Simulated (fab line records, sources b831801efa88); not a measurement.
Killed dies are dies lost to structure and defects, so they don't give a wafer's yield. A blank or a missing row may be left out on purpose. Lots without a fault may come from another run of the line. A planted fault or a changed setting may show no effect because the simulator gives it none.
Chamber matching | flow sfq_line | SFQ_TRILAYER_I3_VIA_BARC_OPEN_VIA_ETCH_121 on rie_diel-03: 4 sister chambers
The step etches BARC in O2, target depth 125 nm, time 41.7 s. 4 wafers are shown with their chamber, then 7 later ones without.

WAFERS WITH THEIR CHAMBER
wafer  | chamber | drypump_motor_current_A (A)
L151.5 | 2       | 5.77
L151.6 | 3       | 5.82
L163.3 | 0       | 5.43
L163.4 | 1       | 5.63

WAFERS WITHOUT THEIR CHAMBER
wafer  | drypump_motor_current_A (A)
L163.6 | 5.43
L165.1 | 5.76
L165.5 | 5.62
L165.6 | 5.75
L168.1 | 5.74
L168.4 | 5.44
L168.5 | 5.74

WHICH CHAMBER EACH WENT THROUGH
wafer  | from the rows above | in truth
L163.6 | 0                   | 0
L165.1 | 2                   | 2
L165.5 | 1                   | 1
L165.6 | 2                   | 2
L168.1 | 2                   | 2
L168.4 | 0                   | 0
L168.5 | 2                   | 2
Placed correctly: 7 of 7. Can't be placed from these rows: 0. Placed wrongly: 0.
How it was worked out, from the rows above alone: a wafer's distance from a chamber is the root of the sum, over the readings, of the square of ((its reading less the chamber's mean) divided by the reading's scatter). The wafer belongs to the nearest chamber; if the next one is less than 2 further off, it can't be placed. A chamber's mean is the mean of its shown wafers. The scatter: with one shown wafer a chamber, the root of the mean of the squares of how far each hidden wafer lies from its nearest shown one.
